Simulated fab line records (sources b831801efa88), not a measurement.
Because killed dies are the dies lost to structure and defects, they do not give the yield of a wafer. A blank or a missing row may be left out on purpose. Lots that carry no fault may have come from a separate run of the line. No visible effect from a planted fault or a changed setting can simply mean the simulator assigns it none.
8D (eight disciplines) problem report, filled in by code + flow gf180mcu + the parts of the form that need people (team, actions taken, sign-off) are left out

1. WHAT IS WRONG
Wafers free of any fault read 700 nm (standard deviation 9.3) for PASSIVATION_CVD_02_THK at GF_PASSIVATION_THK_MEAS_03, against a mean of 608 nm on 2 wafers of 2 lots. Relative to the usual mean, that is a shift of -9.8 standard deviations.
First seen on wafer L641.5, day 32 07:05, on film metro-01. The record has a number at this step for 36 wafers belonging to 12 lots. The rule behind "out" and "out of limits": a value lying over 4 standard deviations away from the usual mean. All remaining wafers that have a number are taken as sound.

2. WHAT IT IS AND WHAT IT IS NOT
| question                    | is                           | is not                                                                                 |
|-----------------------------|------------------------------|----------------------------------------------------------------------------------------|
| which readings at this step | PASSIVATION_CVD_02_THK       | -                                                                                      |
| which lots                  | L641, L643                   | L627, L628, L629, L630, L631, L632, L635, L644, L645, L646                             |
| which wafers of those lots  | L641.5, L643.4               | L641.1, L641.3, L643.3, L643.6                                                         |
| read on which gauges        | film metro-01, film metro-03 | film metro-02                                                                          |
| when                        | from day 32 07:05            | up to then (23 sound wafers); but 11 sound wafers of L643, L644, L645, L646 came after |

3. SUSPECTS, AND WHAT RULES EACH OUT
Counting: if a tool at a process step up to the reading ran every lot that is out, it stays a suspect. Sound lots after the first of them don't rule it out here, since some wafers of a struck lot are sound.
- the gauge at GF_PASSIVATION_THK_MEAS_03 has been ruled out. The wafers that are out were read on 2 gauges (film metro-01, film metro-03).
- rie metal-01 at GF_M4_METAL_ETCH_16 (etches the open film in Cl2/BCl3, stops on SiO2, target depth 750.8 nm, time 125.1 s): kept. It processed each lot that is out (first: L641, day 28 04:43); up to then, its last sound lot is L630 (day 24 05:40).
- pecvd-01 at GF_PASSIVATION_CVD_02 (deposits Si3N4, target thk 700 nm, time 486.18 s): kept. It processed each lot that is out (first: L641, day 32 06:48); up to then, its last sound lot is L632 (day 29 15:38). On those wafers its own readings are out: rf fwd power W.
- In pecvd-01 at GF_PASSIVATION_CVD_02, the wafers that are out were processed in chamber 2 and their sound lot-mates in chambers 0, 1.
What counting leaves: rie metal-01 at GF_M4_METAL_ETCH_16 and pecvd-01 at GF_PASSIVATION_CVD_02.

4. THE CAUSE (what the simulator had put in)
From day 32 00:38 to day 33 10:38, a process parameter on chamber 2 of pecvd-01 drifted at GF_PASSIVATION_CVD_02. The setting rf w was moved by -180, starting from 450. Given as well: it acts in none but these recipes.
Counting left 2 suspects, and this tool is among them.

5. THE CHAIN OF EFFECTS, in route order
One row per reading whose mean, taken over the struck wafers that have a number, lies over 3 standard deviations from the usual. Only readings for which the record gives a usual standard deviation are gone through. hours: the time from each lot's start at the first step in this table that gives one to its start at this step, as a median over the lots. sigmas: the change in usual standard deviations.
| hours | step                       | reading                | usual   | on struck wafers | change | sigmas      |
|-------|----------------------------|------------------------|---------|------------------|--------|-------------|
| 0     | GF_PASSIVATION_CVD_02      | rf fwd power W         | 449.2 W | 268.7            | -180.5 | -99 or more |
| 0     | GF_PASSIVATION_THK_MEAS_03 | PASSIVATION_CVD_02_THK | 700 nm  | 608              | -92    | -9.8        |
It contains these process steps:
- GF_PASSIVATION_CVD_02: deposits Si3N4, target thk 700 nm, time 486.18 s.

6. WHAT WOULD HAVE CAUGHT IT SOONER
In this record the first reading out of limits at a measuring or inspecting step was taken at day 32 07:05, 6 hours after the fault began at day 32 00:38.
At GF_PASSIVATION_CVD_02, the tool's own readings (rf fwd power W) were out on each struck wafer the step has a row for, so an alarm limit on them would have fired on the first such wafer.
Among the 2 lots that are out, L643 began GF_PASSIVATION_CVD_02 on pecvd-01 after day 32 07:05. Holding the tool at that time would have saved it.
